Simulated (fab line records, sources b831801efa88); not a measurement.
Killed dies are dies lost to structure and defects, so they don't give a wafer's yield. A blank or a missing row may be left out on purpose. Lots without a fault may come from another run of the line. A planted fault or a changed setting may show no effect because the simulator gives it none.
A struck lot beside a sound one | flow gf180mcu | 22 steps out of a route of 602
Sound: wafers L772.2, L772.3, L772.4. Struck: wafers L781.3, L781.4, L781.5. The cause comes at the end.
At each step with rows: each side's tool, then ch and its chambers, then its first start. Under that, the readings that differ: sound wafers | struck wafers | difference of the means | sigmas: that difference in standard deviations of wafers without a fault.
alike: readings whose means differ by less than 2 such deviations, and words and numbers that are the same on both sides. not compared: withheld readings, readings that some wafer has no value for, bounds like >300 that may hide the same value, and numbers for which the record gives no deviation and whose values overlap.
The two part at a step that has a row with sigmas, a row that says differs or no value, or rows on one side only. Numbers that don't overlap but have no deviation are shown without sigmas and don't part them. A reading that every wafer of one side lacks parts them only if that side has two wafers or more.

GF_V1_RS_MEAS_24: measures by four-point-probe.
  sound on film_metro-01, day 22 07:05; struck on film_metro-03, day 24 15:35
  alike: V1_W_RS
GF_V1_THK_MEAS_25: measures by xrf.
  sound on film_metro-01, day 22 07:12; struck on film_metro-03, day 24 15:41
  alike: V1_W_THK
GF_V1_CMP_26: polishes, stops on SiO2, t overpolish 15 s, target thk 0 nm.
  sound on cmp-02 ch 1,2,3, day 22 07:18; struck on cmp-02 ch 0,2,3, day 24 15:50
  reading                | sound    | struck   | difference | sigmas
  time_to_endpoint_s (s) | 83 81 74 | 88 87 88 | +8         | +3
  alike: motor_current_A, overpolish_run_s
GF_M2_SPUTTER_00: material Ti, target thk 37.5 nm, time 150 s.
  sound on pvd_sputter-02, day 22 07:33; struck on pvd_sputter-04, day 24 16:02
  alike: substrate_temp_c, throttle_valve_pct
then, 1 step without rows for these wafers: GF_M2_SPUTTER_01 (material TiN, target thk 30 nm, time 25 s).
GF_M2_SPUTTER_02: material AlCu, target thk 450 nm, time 23.9 s.
  sound on pvd_sputter-02, day 22 07:41; struck on pvd_sputter-04, day 24 16:10
  alike: throttle_valve_pct
GF_M2_SPUTTER_03: material Ti, target thk 10 nm, time 6.7 s.
  sound on pvd_sputter-02, day 22 07:43; struck on pvd_sputter-04, day 24 16:11
  alike: substrate_temp_c, throttle_valve_pct
GF_M2_SPUTTER_04: material TiN, target thk 50 nm, time 41.7 s.
  sound on pvd_sputter-02, day 22 07:44; struck on pvd_sputter-04, day 24 16:13
  alike: throttle_valve_pct
GF_M2_RS_MEAS_05: measures by four-point-probe.
  sound on film_metro-02, day 22 07:47; struck on film_metro-01, day 24 16:17
  reading             | sound                | struck               | difference | sigmas
  M2_ALCU_RS (ohm/sq) | 0.0686 0.0687 0.0690 | 0.0703 0.0708 0.0700 | +0.0016    | +2
GF_M2_THK_MEAS_06: measures by xrf.
  sound on film_metro-02, day 22 07:54; struck on film_metro-01, day 24 16:23
  reading          | sound       | struck      | difference | sigmas
  M2_ALCU_THK (nm) | 460 461 459 | 444 440 444 | -17        | -3
then, 2 steps without rows for these wafers: GF_M2_DEHYDRATE_07 (time 60 s); GF_M2_HMDS_08 (prime time 60 s).
GF_M2_COAT_09: resist thk 1000 nm.
  sound on litho_track-04 ch 0, day 22 18:13; struck on litho_track-04 ch 0, day 25 03:41
  reading                             | sound           | struck         | difference | sigmas
  model.KrF_of_M2_COAT_09.thk_nm (nm) | 999.1 1004 1003 | 1059 1058 1061 | +57        |
then, 4 steps without rows for these wafers: GF_M2_SOFTBAKE_10 (time 60 s); GF_M2_EXPOSE_11 (exposes mask Metal2, target cd 280 nm); GF_M2_PEB_12 (peb time 90 s); GF_M2_DEVELOP_13 (develop time 60 s).
GF_M2_CD_MEAS_14: target cd 280 nm.
  sound on cd_sem-01, day 23 06:15; struck on cd_sem-02, day 25 14:25
  reading    | sound             | struck            | difference | sigmas
  cd_nm (nm) | 279.3 279.7 279.6 | 282.9 283.5 283.7 | +3.8       | +3
GF_M2_OVL_MEAS_15:
  sound on overlay-01, day 23 06:22; struck on overlay-01, day 25 14:31
  alike: M2_OVL
GF_M2_METAL_ETCH_16: etches the open film in Cl2/BCl3, stops on SiO2, target depth 750.8 nm, time 125.1 s.
  sound on rie_metal-03 ch 0,1, day 23 06:23; struck on rie_metal-04 ch 0,1, day 25 14:35
  reading                             | sound             | struck            | difference | sigmas
  model.KrF_of_M2_COAT_09.thk_nm (nm) | 685.1 688.9 678.6 | 738.9 751.2 750.6 | +62.7      |
  alike: drypump_motor_current_A, oes_product_au, throttle_valve_pct
  not compared: rf_hours_counter_h
GF_M2_STRIP_17: strips in O2/N2.
  sound on plasma_asher-01 ch 0,1, day 23 06:31; struck on plasma_asher-02 ch 0,1, day 25 14:42
  reading                      | sound             | struck            | difference | sigmas
  oes_product_au (a.u.)        | 0.526 0.548 0.533 | 0.557 0.558 0.557 | +0.022     | +4
  strip_time_to_endpoint_s (s) | 7.39 7.43 7.32    | 7.91 8.02 8.02    | +0.60      | +10
  alike: drypump_motor_current_A, heater_power_w, n2_flow_sccm
  not compared: rf_hours_counter_h
then, 1 step without rows for these wafers: GF_M2_STRIP_18 (strips in post etch residue remover, time 1200 s).

WHERE THEY PART
First at GF_V1_CMP_26; last, within this record, at GF_M2_STRIP_17.

WHY: what the simulator had put in
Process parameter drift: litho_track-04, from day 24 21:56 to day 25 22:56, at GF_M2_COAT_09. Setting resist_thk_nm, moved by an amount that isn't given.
